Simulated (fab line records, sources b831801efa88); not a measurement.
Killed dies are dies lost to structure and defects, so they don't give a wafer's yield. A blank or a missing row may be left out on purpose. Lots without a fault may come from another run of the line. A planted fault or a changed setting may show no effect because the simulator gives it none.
fab line records | flow sky130
record lots=13 wafers=39 last_day=50
route steps=708 shown VT_ADJUST_NCORE@129 LDD_HVP@285 LDD_LDN@296
lots that met no fault: from a run of the same line without faults
start_h: hours from the record's first day to the start of the lot's first wafer shown | wait_h: hours since the lot's step before | " the same as in the row above | L1.1+2: a row that stands for several wafers | - no value, or no start given | * or withheld: withheld | < > ~ a bound
route shown NAME@n: a module of which the file shows steps, and the number in the route of the first | usual: mean/standard deviation of fault-free wafers | same: alike in all rows | chamber/n: place in a boat | sites: the reading at each site | _std_site: their standard deviation | _edge_site: outer sites' mean less inner sites' | radius_mm: how far each site lies from the wafer's centre | mask NAME#n: copy n | behind: the tool/chamber that last shaped the wafer | hold: why the lot was held/for how many hours/how that ended | device: the transistor (n, p or np) that didn't switch | end of line: the same wafers' tests at the end of the route | a step without rows: its recipe alone | killed: dies lost to structure and defects at the first sort, not the wafer's yield | map: a wafer's dies, x killed, . not, _ none there
set.NAME: the setting as run; set.NAME@STEP: as run at that earlier step | model.NAME: the simulator's own value behind a step, which no gauge read
steps of the route over a sample of lots; a table a step, a row a wafer
services: from which hour (start_h, from the record's first day; less than 0 if before it) a tool's chamber was out of use, for how many hours, and why
## steps
# step SKY_VT_ADJUST_NCORE_STRIP_10
# recipe chemistry=O2/N2 power_w=1400 pressure_mtorr=1500 platen_temp_c=withheld o2_flow_sccm=3000 n2_flow_sccm=300 overash_fraction=0.5
# usual drypump_motor_current_A=5.87/0.27 oes_product_au=0.715/0.0046 strip_time_to_endpoint_s=14.01/0.04
# columns lot.wafer tool chamber start_h wait_h drypump_motor_current_A oes_product_au rf_hours_counter_h strip_time_to_endpoint_s
L542.1 plasma_asher-04 1 202.56 0.1 6.19 0.721 51 14.02
L542.3 " 0 " " 5.56 0.719 - 13.96
L542.4 " 1 " " 6.15 0.713 - 13.95
L541.3 plasma_asher-02 1 203.49 0.1 5.76 0.716 - 13.99
L541.4 " 0 " " 5.61 0.715 - 14.00
L541.6 " 0 " " 5.58 0.717 - 14.02
L544.4 plasma_asher-01 1 204.61 0.1 6.29 0.715 - 14.04
L544.5 " 0 " " 5.95 0.712 - 14.03
L544.6 " 1 " " 6.29 0.713 - 14.02
L547.1 plasma_asher-02 1 221.97 0.1 5.77 0.711 56 13.99
L547.2 " 0 " " 5.62 0.712 56 13.96
L547.4 " 0 " " 5.61 0.712 - 13.99
L546.1 plasma_asher-01 1 223.27 0.1 6.30 0.717 11 13.98
L546.2 " 0 " " 5.95 0.714 11 13.94
L546.3 " 0 " " 5.98 0.716 - 14.00
L549.1 plasma_asher-04 0 241.13 0.1 5.58 0.714 55 14.04
L549.4 " 0 " " 5.58 0.714 - 14.04
L549.6 " 1 " " 6.15 0.718 - 14.02
L551.2 plasma_asher-02 0 251.62 0.1 5.60 0.704 59 14.00
L551.4 " 1 " " 5.80 0.714 - 14.03
L551.5 " 1 " " 5.82 0.706 - 14.03
L552.1 plasma_asher-01 0 261.93 0.1 5.97 0.723 15 14.12
L552.2 " 1 " " 6.30 0.721 15 14.09
L552.3 " 0 " " 5.97 0.717 - 14.09
L557.1 plasma_asher-01 0 303.41 0.1 5.95 0.725 19 14.06
L557.2 " 1 " " 6.28 0.721 19 14.01
L557.5 " 0 " " 5.96 0.719 - 13.98
L558.1 plasma_asher-01 0 307.63 0.1 5.97 0.715 19 13.97
L558.4 " 1 " " 6.29 0.718 - 14.01
L558.5 " 1 " " 6.30 0.710 - 13.94
L561.4 plasma_asher-02 1 324.49 0.1 5.77 0.717 - 14.01
L561.5 " 1 " " 5.81 0.711 - 14.02
L561.6 " 0 " " 5.60 0.710 - 13.99
L563.1 plasma_asher-04 1 341.03 0.1 6.15 0.717 65 14.06
L563.3 " 1 " " 6.19 0.714 - 14.05
L563.6 " 1 " " 6.18 0.705 - 14.04
L564.2 plasma_asher-04 0 349.77 0.1 5.59 0.720 66 14.01
L564.4 " 1 " " 6.19 0.711 - 13.99
L564.6 " 0 " " 5.58 0.722 - 14.01
# step SKY_LDD_HVP_OVL_MEAS_07
# usual LDD_HVP_OVL=0.8/1.2
# columns lot.wafer tool chamber start_h wait_h LDD_HVP_OVL[nm]
L541.3 overlay-02 - 522.03 0.1 0.6
L541.4 " - " " 0.2
L541.6 " - " " -1.4
L542.1 overlay-02 - 523.07 0.1 0.5
L542.3 " - " " 2.1
L542.4 " - " " 0.5
L544.4 overlay-02 - 523.78 0.1 0.3
L544.5 " - " " 0.6
L544.6 " - " " 0.7
L547.1 overlay-01 - 574.52 0.1 0.7
L547.2 " - " " 0.8
L547.4 " - " " 1.2
L546.1 overlay-01 - 575.72 0.1 2.4
L546.2 " - " " 1.4
L546.3 " - " " 1.5
L549.1 overlay-02 - 577.37 0.1 1.6
L549.4 " - " " 0.5
L549.6 " - " " -0.1
L551.2 overlay-02 - 587.87 0.1 -0.2
L551.4 " - " " -0.3
L551.5 " - " " -1.4
L552.1 overlay-02 - 592.21 0.1 1.4
L552.2 " - " " 2.2
L552.3 " - " " 1.4
L557.1 overlay-02 - 637.32 0.1 1.0
L557.2 " - " " 0.1
L557.5 " - " " 0.0
L558.1 overlay-02 - 642.92 0.1 1.0
L558.4 " - " " -0.8
L558.5 " - " " 0.3
L561.4 overlay-01 - 665.83 0.1 1.0
L561.5 " - " " 0.2
L561.6 " - " " 0.5
L563.1 overlay-02 - 685.41 0.1 2.2
L563.3 " - " " 2.7
L563.6 " - " " 1.9
L564.2 overlay-02 - 690.62 0.1 0.0
L564.4 " - " " -1.0
L564.6 " - " " -1.4
# step SKY_LDD_LDN_OVL_MEAS_07
# usual LDD_LDN_OVL=0.7/1.3
# columns lot.wafer tool chamber start_h wait_h LDD_LDN_OVL[nm]
L541.3 overlay-02 - 552.63 0.1 1.5
L541.4 " - " " 1.9
L541.6 " - " " 1.7
L542.1 overlay-02 - 553.27 0.1 -1.6
L542.3 " - " " -0.7
L542.4 " - " " -1.9
L544.4 overlay-02 - 553.59 0.1 -0.2
L544.5 " - " " 0.2
L544.6 " - " " -2.0
L547.1 overlay-02 - 605.01 0.1 1.9
L547.2 " - " " 1.1
L547.4 " - " " -0.1
L546.1 overlay-01 - 605.31 0.1 1.8
L546.2 " - " " 1.4
L546.3 " - " " 2.1
L549.1 overlay-02 - 607.17 0.1 1.1
L549.4 " - " " -0.2
L549.6 " - " " 0.6
L551.2 overlay-02 - 617.36 0.1 2.6
L551.4 " - " " 2.6
L551.5 " - " " 1.2
L552.1 overlay-02 - 621.57 0.1 2.5
L552.2 " - " " 1.7
L552.3 " - " " 2.2
L557.1 overlay-02 - 665.51 0.1 -0.4
L557.2 " - " " -0.7
L557.5 " - " " -0.6
L558.1 overlay-02 - 671.30 0.1 -0.4
L558.4 " - " " 0.9
L558.5 " - " " 0.0
L561.4 overlay-02 - 694.43 0.1 -0.3
L561.5 " - " " 0.9
L561.6 " - " " 1.4
L563.1 overlay-02 - 713.77 0.1 -0.8
L563.3 " - " " 0.7
L563.6 " - " " 0.4
L564.2 overlay-02 - 718.63 0.1 0.7
L564.4 " - " " 1.9
L564.6 " - " " 0.1
# step SKY_LDD_LDN_IMPLANT_11
# recipe species=As energy_kev=15 dose_cm2=1.25e+13 tilt_deg=withheld rotation_deg=293
# usual beam_energy_keV=15.000/0.0046
# columns lot.wafer tool chamber start_h wait_h beam_energy_keV
L541.3 implanter-02 0 553.20 0.1 15.002
L541.4 " 0 " " 14.994
L541.6 " 0 " " 14.997
L542.1 implanter-03 0 553.76 0.1 14.999
L542.3 " 0 " " 15.002
L542.4 " 0 " " 14.998
L544.4 implanter-03 0 554.43 0.1 14.996
L544.5 " 0 " " 15.000
L544.6 " 0 " " 14.994
L547.1 implanter-03 0 605.50 0.1 15.002
L547.2 " 0 " " 15.004
L547.4 " 0 " " 14.998
L546.1 implanter-02 0 605.80 0.1 15.008
L546.2 " 0 " " 15.013
L546.3 " 0 " " 15.004
L549.1 implanter-03 0 607.66 0.1 15.000
L549.4 " 0 " " 15.005
L549.6 " 0 " " 14.995
L551.2 implanter-01 0 617.86 0.1 14.992
L551.4 " 0 " " 15.003
L551.5 " 0 " " 14.999
L552.1 implanter-01 0 622.06 0.1 15.003
L552.2 " 0 " " 15.011
L552.3 " 0 " " 15.002
L557.1 implanter-01 0 666.00 0.1 19.289
L557.2 " 0 " " 19.278
L557.5 " 0 " " 19.279
L558.1 implanter-01 0 671.79 0.1 19.280
L558.4 " 0 " " 19.285
L558.5 " 0 " " 19.282
L561.4 implanter-03 0 694.97 0.1 15.003
L561.5 " 0 " " 15.001
L561.6 " 0 " " 15.002
L563.1 implanter-02 0 714.26 0.1 15.002
L563.3 " 0 " " 15.007
L563.6 " 0 " " 15.005
L564.2 implanter-02 0 719.13 0.1 14.997
L564.4 " 0 " " 14.995
L564.6 " 0 " " 14.994
## services
# columns tool chamber start_h hours kind
implanter-02 - 195.38 3.5 repair
plasma_asher-01 - 212.78 2.8 pm
implanter-01 - 263.06 2.5 pm
implanter-02 - 284.74 7.9 pm
plasma_asher-02 - 307.86 1.8 repair
implanter-02 - 343.62 29.6 pm
plasma_asher-01 - 360.87 1.6 repair
implanter-02 - 381.95 3.2 repair
plasma_asher-04 - 384.05 2.2 repair
implanter-01 - 385.75 1.8 repair
plasma_asher-04 - 401.92 2.2 repair
implanter-02 - 406.61 28.9 repair
plasma_asher-04 - 421.25 9.0 pm
implanter-02 - 424.71 1.4 repair
implanter-02 - 428.12 15.6 repair
implanter-03 - 435.85 1.0 repair
plasma_asher-01 - 480.93 4.5 repair
plasma_asher-01 - 488.27 3.8 repair
implanter-03 - 490.99 6.1 repair
implanter-03 - 498.93 2.4 repair
plasma_asher-01 - 509.06 10.3 pm
plasma_asher-01 - 531.64 4.3 pm
implanter-03 - 574.94 3.9 pm
implanter-03 - 626.17 2.4 repair
## key
first_sign step=SKY_LDD_LDN_IMPLANT_11 reading=beam_energy_keV direction=up sigmas=99+ usual=* struck=*
effect none on later readings
met_at SKY_LDD_LDN_IMPLANT_11
struck_lots L557,L558
tester_left_out L557,L558
not_acting_at SKY_VT_ADJUST_NCORE_STRIP_10,SKY_LDD_HVP_OVL_MEAS_07,SKY_LDD_LDN_OVL_MEAS_07
onset_between 622.06 666.00
fault kind=process_parameter_drift tool=implanter-01 chamber=- onset_h=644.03 steps=SKY_LDD_LDN_IMPLANT_11 channel=energy_kev offset=* shape=step end_h=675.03 acts_in=* stated=*
# tester_left_out: of these lots the tester's yield and bins aren't shown, on N5 and GAA mostly nor the transistor test; their killed dies are dies lost to structure and defects alone, not to doping, threshold or leakage, so they don't give the yield
